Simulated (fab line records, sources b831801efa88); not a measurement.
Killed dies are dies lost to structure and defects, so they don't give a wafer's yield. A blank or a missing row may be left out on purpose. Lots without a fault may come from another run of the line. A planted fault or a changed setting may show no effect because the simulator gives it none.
Which tool did it? | flow gf180mcu | 13 lots, 39 wafers sampled, at 3 steps of a route of 602

WHAT THE GAUGES READ, wafer by wafer
GF_M3_CD_MEAS_14: target cd 280 nm. Usual: cd_nm 279.7 nm, standard deviation 1.3.
lot  | measured     | on        | cd_nm (nm)        | flag
L695 | day 21 06:53 | cd_sem-01 | 278.3 278.4 279.2 |
L696 | day 21 17:22 | cd_sem-02 | 282.3 282.2 282.9 |
L697 | day 22 06:40 | cd_sem-02 | 280.4 279.2 279.5 |
L700 | day 23 04:07 | cd_sem-01 | 278.9 279.0 279.2 |
L701 | day 23 13:44 | cd_sem-01 | 279.9 281.5 280.3 |
L705 | day 25 07:08 | cd_sem-01 | 280.4 280.1 279.5 |
L707 | day 25 19:13 | cd_sem-01 | 280.9 280.0 280.5 |
L710 | day 26 22:59 | cd_sem-01 | 279.3 279.5 279.4 |
L713 | day 27 11:35 | cd_sem-01 | 277.4 278.4 277.7 |
L715 | day 28 03:26 | cd_sem-01 | 277.8 278.5 278.5 |
L716 | day 28 08:10 | cd_sem-02 | 278.7 278.3 278.5 |
L717 | day 28 14:23 | cd_sem-01 | 280.8 280.3 281.1 |
L718 | day 28 22:04 | cd_sem-01 | 280.2 280.3 280.3 |

GF_V3_THK_MEAS_03. Usual: V3_CVD_02_THK 850 nm, standard deviation 11.
lot  | measured     | on            | V3_CVD_02_THK (nm) | flag
L695 | day 21 07:55 | film_metro-01 | 852 852 855        |
L696 | day 21 18:25 | film_metro-02 | 846 848 856        |
L697 | day 22 07:44 | film_metro-01 | 836 828 842        |
L700 | day 23 05:08 | film_metro-02 | 854 863 858        |
L701 | day 23 14:46 | film_metro-04 | 846 839 841        |
L705 | day 25 08:19 | film_metro-01 | 844 859 859        |
L707 | day 25 20:19 | film_metro-04 | 834 851 857        |
L710 | day 26 23:59 | film_metro-01 | 833 850 853        |
L713 | day 27 12:41 | film_metro-04 | 851 850 851        |
L715 | day 28 04:27 | film_metro-04 | 842 841 863        |
L716 | day 28 09:11 | film_metro-02 | 845 850 861        |
L717 | day 28 15:23 | film_metro-01 | 841 850 845        |
L718 | day 28 23:07 | film_metro-02 | 823 835 853        |

GF_M4_CD_MEAS_14: target cd 280 nm. Usual: cd_nm 279.5 nm, standard deviation 1.3.
lot  | measured     | on        | cd_nm (nm)        | flag
L695 | day 23 07:59 | cd_sem-01 | 279.2 279.6 279.2 |
L696 | day 23 18:19 | cd_sem-01 | 279.6 279.0 279.2 |
L697 | day 24 07:10 | cd_sem-01 | 279.7 280.0 281.2 |
L700 | day 25 03:22 | cd_sem-01 | 278.5 280.7 280.8 |
L701 | day 25 12:19 | cd_sem-02 | 280.0 278.1 278.5 |
L705 | day 27 04:05 | cd_sem-01 | 280.5 281.0 280.4 |
L707 | day 27 14:37 | cd_sem-02 | 275.7 277.2 278.2 |
L710 | day 28 17:47 | cd_sem-01 | 277.6 278.1 278.4 |
L713 | day 29 06:02 | cd_sem-01 | 278.1 278.6 278.6 |
L715 | day 29 20:41 | cd_sem-02 | 281.2 281.2 280.0 |
L716 | day 30 01:16 | cd_sem-01 | 280.8 280.5 281.3 |
L717 | day 30 06:42 | cd_sem-01 | 282.3 281.4 282.3 |
L718 | day 30 13:46 | cd_sem-02 | 280.9 278.2 279.7 |

WHICH TOOL RAN EACH LOT (tool, then ch and the chambers of the sampled wafers, then the start)
The record holds no process step before these readings.

WHAT THE TOOLS THEMSELVES READ (means of the sampled wafers that have a number; where no wafer has one, the mark that the record gives instead)
The record holds no such reading with a usual standard deviation.

THE ANSWER, worked out from the rows above alone
Rule: a lot is off if the mean of its wafers that have a number lies more than 3 standard deviations from the usual mean. A lot without any number at a reading at which 4 lots or more have one is off too. The other lots that the step has rows for count as sound. The gauges are gone through in route order, then the tools' own readings, and for those a lot's mean is taken as printed above. The first step at which some lot is off is used, and at that step the reading that is off furthest; a lot without a number counts as furthest.
No lot is off at any reading shown: from this, nothing can be told.

WHAT THE SIMULATOR HAD PUT IN
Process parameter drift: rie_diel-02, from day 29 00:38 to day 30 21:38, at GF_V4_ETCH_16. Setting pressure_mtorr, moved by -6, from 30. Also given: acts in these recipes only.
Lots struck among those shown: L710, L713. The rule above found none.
